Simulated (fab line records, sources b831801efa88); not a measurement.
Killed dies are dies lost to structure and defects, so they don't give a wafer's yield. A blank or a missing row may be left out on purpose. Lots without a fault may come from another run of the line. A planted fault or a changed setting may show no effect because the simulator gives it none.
A struck lot beside a sound one | flow sfq_line | 14 steps out of a route of 325
Sound: wafers L876.1, L876.2, L876.4. Struck: wafers L880.2, L880.3, L880.5. The cause comes at the end.
At each step with rows: each side's tool, then ch and its chambers, then its first start. Under that, the readings that differ: sound wafers | struck wafers | difference of the means | sigmas: that difference in standard deviations of wafers without a fault.
alike: readings whose means differ by less than 2 such deviations, and words and numbers that are the same on both sides. not compared: withheld readings, readings that some wafer has no value for, bounds like >300 that may hide the same value, and numbers for which the record gives no deviation and whose values overlap.
The two part at a step that has a row with sigmas, a row that says differs or no value, or rows on one side only. Numbers that don't overlap but have no deviation are shown without sigmas and don't part them. A reading that every wafer of one side lacks parts them only if that side has two wafers or more.

first, 2 steps without rows for these wafers: SFQ_TRILAYER_I2_VIA_STRIP_SOLV_CLEAN_072 (cleans in NMP, time 600 s); SFQ_TRILAYER_M3_DEP_PRE_CLEAN_074 (time 22.5 s).
SFQ_TRILAYER_M3_DEP_SPUTTER_073: material Nb, target thk 200 nm, time 133.3 s.
  sound on pvd_sputter-05, day 26 10:54; struck on pvd_sputter-04, day 31 14:09
  alike: throttle_valve_pct
SFQ_M3_RS_MEAS_919: measures by four-point-probe.
  sound on film_metro-01, day 26 10:59; struck on film_metro-03, day 31 14:16
  alike: M3_NB_RS
then, 6 steps without rows for these wafers: SFQ_TRILAYER_M3_LITHO_COAT_080 (resist thk 62 nm); SFQ_TRILAYER_M3_LITHO_COAT_075 (resist thk 600 nm); SFQ_TRILAYER_M3_LITHO_SOFTBAKE_079; SFQ_TRILAYER_M3_LITHO_EXPOSE_076 (exposes mask M3, target cd 500 nm); SFQ_TRILAYER_M3_LITHO_PEB_078 (peb time 60 s); SFQ_TRILAYER_M3_LITHO_DEVELOP_077 (time 60 s).
-- the record jumps here: 6 days lie between the struck wafers' starts before and after --
SFQ_M3_OVL_MEAS_921:
  sound on overlay-01, day 32 19:34; struck on overlay-01, day 37 07:58
  reading     | sound | struck   | difference | sigmas
  M3_OVL (nm) | 5 9 6 | -9 -9 -7 | -15        | -3
SFQ_TRILAYER_M3_BARC_OPEN_METAL_ETCH_100: etches BARC in O2, target depth 125 nm, time 41.7 s.
  sound on rie_metal-01 ch 0,1, day 32 19:36; struck on rie_metal-02 ch 0,1, day 37 08:00
  reading                                             | sound             | struck            | difference | sigmas
  oes_product_au (a.u.)                               | 0.686 0.685 0.678 | 0.807 0.815 0.814 | +0.129     | +28
  run_length_s (s)                                    | 69.3 70.1 70.1    | 60.5 60.1 60.3    | -9.5       | -21
  time_s (s)                                          | 41.7 41.7 41.7    | 29.19 29.19 29.19 | -12.51     |
  model.KrF_of_TRILAYER_M3_LITHO_COAT_075.thk_nm (nm) | 524.3 527.1 524   | 539.3 538 537.3   | +13.1      |
  alike: bias_w, drypump_motor_current_A
  not compared: rf_hours_counter_h
SFQ_TRILAYER_M3_ETCH_METAL_ETCH_078: etches Nb in Cl2/Ar, stops on SiO2, target depth 240 nm, time 120 s.
  sound on rie_metal-01 ch 0,1, day 32 19:40; struck on rie_metal-02 ch 0,1, day 37 08:04
  reading                                             | sound             | struck            | difference | sigmas
  model.KrF_of_TRILAYER_M3_LITHO_COAT_075.thk_nm (nm) | 382.7 386.6 382.1 | 398.5 394.2 393.7 | +11.7      |
  alike: bias_w, drypump_motor_current_A, oes_product_au, run_length_s, time_s
  not compared: rf_hours_counter_h
SFQ_TRILAYER_M3_STRIP_STRIP_079: strips in O2.
  sound on rie_metal-01 ch 0,1, day 32 19:47; struck on rie_metal-02 ch 0,1, day 37 08:11
  alike: drypump_motor_current_A, oes_product_au
  not compared: rf_hours_counter_h

WHERE THEY PART
First at SFQ_M3_OVL_MEAS_921; last, within this record, at SFQ_TRILAYER_M3_BARC_OPEN_METAL_ETCH_100. Later steps at which nothing parts them and some readings are alike: SFQ_TRILAYER_M3_ETCH_METAL_ETCH_078, SFQ_TRILAYER_M3_STRIP_STRIP_079.

WHY: what the simulator had put in
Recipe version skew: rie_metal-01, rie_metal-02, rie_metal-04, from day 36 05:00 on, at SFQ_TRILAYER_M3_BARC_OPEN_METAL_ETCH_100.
